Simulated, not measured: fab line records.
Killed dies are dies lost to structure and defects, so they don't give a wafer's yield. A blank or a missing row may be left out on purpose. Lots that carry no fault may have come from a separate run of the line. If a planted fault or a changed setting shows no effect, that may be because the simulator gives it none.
A lot that was struck, set against a sound lot | flow sky130 | 18 steps out of a route of 708
Sound: wafers L990.2, L990.5, L990.6. Struck: wafers L996.2, L996.5. (L996.6 of the same lot was not struck and is left out.) The cause comes at the end.
Each step with rows lists, per side, the tool, then ch with its chambers, then its first start. Under that, the readings that differ: sound wafers | struck wafers | difference of the means | sigmas: that difference in standard deviations of wafers without a fault.
alike: readings with means less than 2 such deviations apart, plus words and numbers identical on both sides. not compared: withheld readings, readings lacking a value on some wafer, bounds such as >300 that could conceal the same value, and numbers that have no deviation in the record and whose values overlap.
The two part at a step that has a row with sigmas, a row that says differs or no value, or rows on one side only. Non-overlapping numbers with no deviation appear without sigmas and do not part them. A reading that every wafer of one side lacks parts them only if that side has two wafers or more.

first, 5 steps without rows for these wafers: SKY_VIA4_COAT_06 (resist thk 1140 nm); SKY_VIA4_SOFTBAKE_07 (time 60 s); SKY_VIA4_EXPOSE_08 (exposes mask VIM4, target cd 800 nm); SKY_VIA4_PEB_09; SKY_VIA4_DEVELOP_10 (develop time 60 s).
SKY_VIA4_OVL_MEAS_11:
  sound on overlay-01 at day 46 05:54; struck on overlay-02 at day 47 21:07
  alike: VIA4_OVL
SKY_VIA4_ETCH_12: etches SiO2 in C4F8/O2/Ar, stops on TiN, target depth 580 nm.
  sound on rie-diel-03 ch 0,1, day 46 05:56; struck on rie-diel-03 ch 1, day 47 21:08
  alike: oes-product-au
SKY_VIA4_STRIP_13: strips in O2/N2.
  sound on plasma-asher-03 ch 0,1, day 46 06:00; struck on plasma-asher-01 ch 1, day 47 21:13
  alike: drypump-motor-current-A, oes-product-au, strip-time-to-endpoint-s
  not compared: rf-hours-counter-h
then, 3 steps without rows for these wafers: SKY_VIA4_STRIP_14 (strips in post etch residue remover, time 1200 s); SKY_VIA4_CLEAN_15 (cleans in IPA, time 180 s); SKY_VIA4_CLEAN_16 (cleans in O3/DIW).
SKY_VIA4_SPUTTER_17: material TiN, target thk 20 nm, time 80 s.
  sound on pvd-sputter-01 at day 46 06:36; struck on pvd-sputter-01 at day 47 21:50
  alike: cathode-dc-power-W, throttle-valve-pct
SKY_VIA4_CVD_18: deposits W, target thk 505 nm, time 152.14 s.
  sound on cvd-w-02 ch 0,1, day 46 06:40; struck on cvd-w-02 ch 0, day 47 21:54
  reading                            | sound                | struck        | difference | sigmas
  susceptor-temp-C (C)               | 399.92 399.98 400.17 | 414.39 414.34 | +14.34     | +60
  model.W_of_VIA4_CVD_18.thk-nm (nm) | 503.1 506.9 502.7    | 647.1 645.4   | +142.0     |
  alike: heater-power-w
SKY_VIA4_RS_MEAS_19: a four-point-probe measurement.
  sound on film-metro-03 at day 46 06:50; struck on film-metro-03 at day 47 22:04
  reading            | sound                | struck        | difference | sigmas
  VIA4_W_RS (ohm/sq) | 0.2274 0.2255 0.2277 | 0.1763 0.1770 | -0.0502    | -17
SKY_VIA4_THK_MEAS_20: measures by xrf.
  sound on film-metro-03 at day 46 06:57; struck on film-metro-03 at day 47 22:11
  reading         | sound       | struck  | difference | sigmas
  VIA4_W_THK (nm) | 504 508 505 | 649 643 | +140       | +22
SKY_VIA4_CMP_21: polishes, stops on SiO2, t overpolish 25 s, target thk 0 nm.
  sound on cmp-02 ch 0,1,2, day 46 07:18; struck on cmp-01 ch 1,3, day 47 22:23
  reading                | sound       | struck  | difference | sigmas
  time-to-endpoint-s (s) | 116 122 118 | 150 157 | +35        | +8
  alike: motor-current-A, slurry-filter-dp-kPa
SKY_METAL5_SPUTTER_00: material Ti, target thk 15 nm, time 10 s.
  sound on pvd-sputter-04 at day 46 07:30; struck on pvd-sputter-03 at day 47 22:32
  alike: cathode-dc-power-W, throttle-valve-pct
SKY_PAD_OPEN_PROBE_99:
  the record has rows for the sound wafers here (prober-01, day 49 02:49) and none for the struck ones

== WHERE THEY PART ==
At SKY_VIA4_CVD_18 first; at SKY_PAD_OPEN_PROBE_99 last (within this record only).

WHY: what had been put in by the simulator
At SKY_VIA4_CVD_18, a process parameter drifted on cvd-w-02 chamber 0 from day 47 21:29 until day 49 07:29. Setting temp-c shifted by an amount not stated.
